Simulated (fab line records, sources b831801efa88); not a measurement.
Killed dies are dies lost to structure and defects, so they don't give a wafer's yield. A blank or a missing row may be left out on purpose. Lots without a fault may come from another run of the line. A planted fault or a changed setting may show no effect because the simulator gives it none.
A struck lot beside a sound one | flow sky130 | 14 steps out of a route of 708
Sound: wafers L779.1, L779.2, L779.4. Struck: wafers L790.1, L790.2, L790.4. The cause comes at the end.
At each step with rows: each side's tool, then ch and its chambers, then its first start. Under that, the readings that differ: sound wafers | struck wafers | difference of the means | sigmas: that difference in standard deviations of wafers without a fault.
alike: readings whose means differ by less than 2 such deviations, and words and numbers that are the same on both sides. not compared: withheld readings, readings that some wafer has no value for, bounds like >300 that may hide the same value, and numbers for which the record gives no deviation and whose values overlap.
The two part at a step that has a row with sigmas, a row that says differs or no value, or rows on one side only. Numbers that don't overlap but have no deviation are shown without sigmas and don't part them. A reading that every wafer of one side lacks parts them only if that side has two wafers or more.

SKY_POLY_GATE_ETCH_15: etches BARC in N2/H2, stops on SiO2, time 118.5 s, target depth 110 nm.
  sound on rie_diel-02 ch 2,3, day 17 19:32; struck on rie_diel-03 ch 1,2,3, day 22 21:20
  alike: bias_w, drypump_motor_current_A, oes_product_au, throttle_valve_pct
  not compared: rf_hours_counter_h
SKY_POLY_GATE_ETCH_16: etches Si3N4 in CH3F/O2, stops on poly-Si, time 147.5 s, target depth 75 nm.
  sound on rie_diel-02 ch 2,3, day 17 19:37; struck on rie_diel-03 ch 1,2,3, day 22 21:25
  reading                | sound                | struck               | difference | sigmas
  throttle_valve_pct (%) | 10.546 10.553 10.544 | 10.521 10.529 10.533 | -0.020     | -2
  alike: O2_flow_sccm, bias_w, drypump_motor_current_A, oes_product_au
  not compared: rf_hours_counter_h
SKY_POLY_GATE_ETCH_17: etches poly-Si in HBr/Cl2, stops on SiO2, target depth 180 nm, time 70.5 s.
  sound on rie_si-02 ch 0,1,2, day 17 19:43; struck on rie_si-01 ch 0,1,2, day 22 21:31
  alike: bias_w, drypump_motor_current_A, oes_product_au, throttle_valve_pct
  not compared: rf_hours_counter_h
SKY_POLY_GATE_STRIP_18: strips in O2/N2.
  sound on plasma_asher-04 ch 0,1, day 17 19:46; struck on plasma_asher-02 ch 0,1, day 22 21:34
  alike: drypump_motor_current_A, oes_product_au, strip_time_to_endpoint_s
  not compared: rf_hours_counter_h
then, 2 steps without rows for these wafers: SKY_POLY_GATE_CLEAN_19 (cleans in SC1/SC2, time 150 s); SKY_POLY_GATE_OXIDATION_20 (stabilise 600 s, purge 300 s, target thk 4 nm).
SKY_POLY_GATE_THK_MEAS_21:
  sound on film_metro-04, day 17 21:23; struck on film_metro-04, day 22 22:58
  reading                      | sound          | struck         | difference | sigmas
  POLY_GATE_OXIDATION_THK (nm) | 3.95 3.94 3.99 | 4.10 4.11 4.16 | +0.16      | +2
SKY_POLY_GATE_CD_MEAS_22:
  sound on cd_sem-01, day 17 21:26; struck on cd_sem-02, day 22 23:02
  alike: cd_nm
then, 4 steps without rows for these wafers: SKY_LDD_N_DEHYDRATE_00 (time 60 s); SKY_LDD_N_HMDS_01 (prime time 60 s); SKY_LDD_N_COAT_02 (resist thk 300 nm); SKY_LDD_N_SOFTBAKE_03 (time 60 s).
SKY_LDD_N_EXPOSE_04: exposes mask NTM, target cd 840 nm.
  sound on iline_stepper-02 ch 0, day 18 12:16; struck on iline_stepper-01, day 23 13:47
  no value came back on the struck wafers for exposure_dose_mJ_cm2, focus_offset_nm (nm), sigma_outer, stage_vel_mm_s (mm/s); on the sound wafers exposure_dose_mJ_cm2 reads 109.96 109.88 109.98
  alike: mask
then, 1 step without rows for these wafers: SKY_LDD_N_PEB_05.

WHERE THEY PART
First at SKY_POLY_GATE_ETCH_16; last, within this record, at SKY_LDD_N_EXPOSE_04.

WHY: what the simulator had put in
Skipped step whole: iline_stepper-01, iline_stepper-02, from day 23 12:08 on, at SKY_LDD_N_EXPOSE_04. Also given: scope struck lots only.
